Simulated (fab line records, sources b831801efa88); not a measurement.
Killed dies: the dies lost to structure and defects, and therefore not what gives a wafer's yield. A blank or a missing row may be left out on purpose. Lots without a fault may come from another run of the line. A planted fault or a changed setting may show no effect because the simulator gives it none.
The tool behind it: which one?    flow sky130    12 lots with 36 wafers sampled at 5 steps, on a route of 708 steps

WHAT THE GAUGES READ, wafer by wafer
SKY_LDD_P_CD_MEAS_07: target cd 380 nm.
lot   measured      on         cd nm (nm)
L881  day 19 08:17  cd sem-02  379 381 380
L883  day 20 01:53  cd sem-02  375 376 377
L886  day 21 02:40  cd sem-02  378 378 379
L887  day 21 08:38  cd sem-01  383 383 384
L888  day 21 22:50  cd sem-02  376 379 380
L890  day 22 09:46  cd sem-02  381 378 378
L891  day 22 21:31  cd sem-02  380 381 381
L898  day 25 04:01  cd sem-02  380 379 380
L900  day 26 04:28  cd sem-01  370 369 372
L901  day 26 05:04  cd sem-02  371 370 371
L902  day 26 09:29  cd sem-01  381 379 381
L904  day 27 07:05  cd sem-02  381 381 381

SKY_VIA2_CD_MEAS_12: target cd 200 nm.
lot   measured      on         cd nm (nm)
L881  day 36 13:43  cd sem-01  199.6 200.0 200.3
L883  day 37 04:56  cd sem-02  200.4 200.2 200.0
L886  day 37 23:16  cd sem-01  198.0 199.0 198.6
L887  day 38 07:29  cd sem-01  197.4 196.2 196.9
L888  day 38 19:10  cd sem-01  198.5 199.6 198.9
L890  day 39 02:11  cd sem-01  199.5 200.9 200.2
L891  day 39 11:41  cd sem-01  199.5 200.3 199.7
L898  day 41 09:41  cd sem-02  198.2 199.7 200.7
L900  day 42 04:38  cd sem-01  200.6 199.5 199.9
L901  day 42 07:05  cd sem-02  201.0 200.7 201.9
L902  day 42 11:11  cd sem-02  198.6 200.1 198.1
L904  day 42 23:26  cd sem-02  201.5 202.4 200.5

EACH LOT AND THE TOOL THAT RAN IT (in order: tool; ch and the chambers of the sampled wafers; start)
lot   SKY_LDD_P_DEVELOP_06               SKY_METAL1_ETCH_18                 SKY_METAL2_SPUTTER_02
L881  litho track-01 ch 0, day 19 08:08  rie metal-02 ch 1, day 33 02:47    pvd sputter-02, day 34 08:12
L883  litho track-01 ch 0, day 20 01:44  rie metal-03 ch 0,1, day 33 17:47  pvd sputter-03, day 34 23:00
L886  litho track-03 ch 0, day 21 02:31  rie metal-03 ch 0,1, day 34 12:38  pvd sputter-03, day 35 17:34
L887  litho track-01 ch 0, day 21 08:29  rie metal-04 ch 0,1, day 34 21:20  pvd sputter-01, day 36 02:37
L888  litho track-03 ch 0, day 21 22:42  rie metal-03 ch 0,1, day 35 09:34  pvd sputter-02, day 36 14:32
L890  litho track-03 ch 0, day 22 09:37  rie metal-03 ch 0,1, day 35 16:34  pvd sputter-03, day 36 21:37
L891  litho track-03 ch 0, day 22 21:22  rie metal-04 ch 0,1, day 36 02:37  pvd sputter-02, day 37 07:27
L898  litho track-03 ch 0, day 25 03:52  rie metal-04 ch 0,1, day 38 04:10  pvd sputter-03, day 39 08:01
L900  litho track-03 ch 0, day 26 04:19  rie metal-03 ch 0,1, day 38 21:37  pvd sputter-02, day 40 01:59
L901  litho track-03 ch 0, day 26 04:55  rie metal-04 ch 0, day 39 01:53    pvd sputter-02, day 40 05:33
L902  litho track-04 ch 0, day 26 09:20  rie metal-04 ch 0,1, day 39 05:49  pvd sputter-03, day 40 09:02
L904  litho track-01 ch 0, day 27 06:56  rie metal-02 ch 0,1, day 39 19:49  pvd sputter-01, day 40 22:42
- SKY_LDD_P_DEVELOP_06: develop time 60 s.
- SKY_METAL1_ETCH_18: etches BARC in N2/H2, stops on SiO2, time 45.9 s, target depth 60 nm.
- SKY_METAL2_SPUTTER_02: material AlCu, target thk 250 nm, time 13.3 s.

AS READ BY THE TOOLS THEMSELVES (means over the sampled wafers that have a number; for cases with no such wafer, the mark the record gives instead)
SKY_LDD_P_DEVELOP_06.
lot   tool            developer temp C (C)  resist line temp C (C)
L881  litho track-01  23.13                 22.92
L883  litho track-01  22.99                 23.15
L886  litho track-03  22.98                 22.91
L887  litho track-01  22.96                 23.01
L888  litho track-03  22.98                 23.01
L890  litho track-03  22.97                 22.95
L891  litho track-03  22.89                 23.02
L898  litho track-03  23.02                 23.03
L900  litho track-03  25.32                 22.95
L901  litho track-03  25.19                 23.08
L902  litho track-04  22.89                 23.10
L904  litho track-01  23.10                 23.14

SKY_METAL1_ETCH_18.
lot   tool          drypump motor current A (A)  oes product au (a.u.)  throttle valve pct (%)
L881  rie metal-02  4.7                          0.857                  13.220
L883  rie metal-03  5.4                          0.858                  13.222
L886  rie metal-03  5.4                          0.850                  13.231
L887  rie metal-04  6.1                          0.853                  13.219
L888  rie metal-03  5.4                          0.852                  13.229
L890  rie metal-03  5.7                          0.851                  13.230
L891  rie metal-04  6.1                          0.854                  13.233
L898  rie metal-04  6.1                          0.851                  13.223
L900  rie metal-03  5.5                          0.855                  13.228
L901  rie metal-04  6.4                          0.855                  13.226
L902  rie metal-04  5.7                          0.856                  13.222
L904  rie metal-02  5.1                          0.849                  13.225

SKY_METAL2_SPUTTER_02.
lot   tool            throttle valve pct (%)
L881  pvd sputter-02  30.2
L883  pvd sputter-03  29.4
L886  pvd sputter-03  29.6
L887  pvd sputter-01  29.7
L888  pvd sputter-02  29.9
L890  pvd sputter-03  29.3
L891  pvd sputter-02  30.6
L898  pvd sputter-03  29.1
L900  pvd sputter-02  30.4
L901  pvd sputter-02  30.5
L902  pvd sputter-03  29.2
L904  pvd sputter-01  29.9

THE ANSWER, worked out from the rows above alone
Rule: usual is defined by the lots themselves. The widest of any qualifying gaps counts: lots, ordered by their means at a reading, are off when they make up no more than a third of the lots, leave a main group of 4 or more, and stand apart from it by 3 or more times the standard deviation of that group's means. The tables above print the reading to a certain number of digits; a main group whose means all agree to those digits is not used. Also off: a lot with no number at a reading for which 4 or more lots have one. Where the step has rows for the other lots, those lots are counted as sound. Order of review: gauges by route order, followed by the tools' own readings, for which a lot's mean as printed above is used. At the first step where some lot is off, the reading lying furthest off is the one used; lots without a number count as furthest.
Off, at SKY_LDD_P_DEVELOP_06 on developer temp C: L900, L901. Mean 22.99 C and standard deviation 0.074 in the main group.
If a tool, at that step or one of the process steps before it, ran each lot that is off and ran no sound lot following the first of them, it fits. One fits: litho track-03 at SKY_LDD_P_DEVELOP_06. Its last sound lot is L898 (day 25 03:52), its first lot that is off L900 (day 26 04:19): a fault that began between those two fits.
On the lots that are off, the tool's own readings at SKY_LDD_P_DEVELOP_06 differ by more than 5 times the standard deviation of the sound lots' means, which bears it out; developer temp C reads 25.26 C there versus 22.99 C on the sound lots.

WHAT WAS PUT IN BY THE SIMULATOR
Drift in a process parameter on litho track-03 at SKY_LDD_P_DEVELOP_06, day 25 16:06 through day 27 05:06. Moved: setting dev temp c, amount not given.
Struck lots among those shown: L900, L901. The rule above reached the same finding.
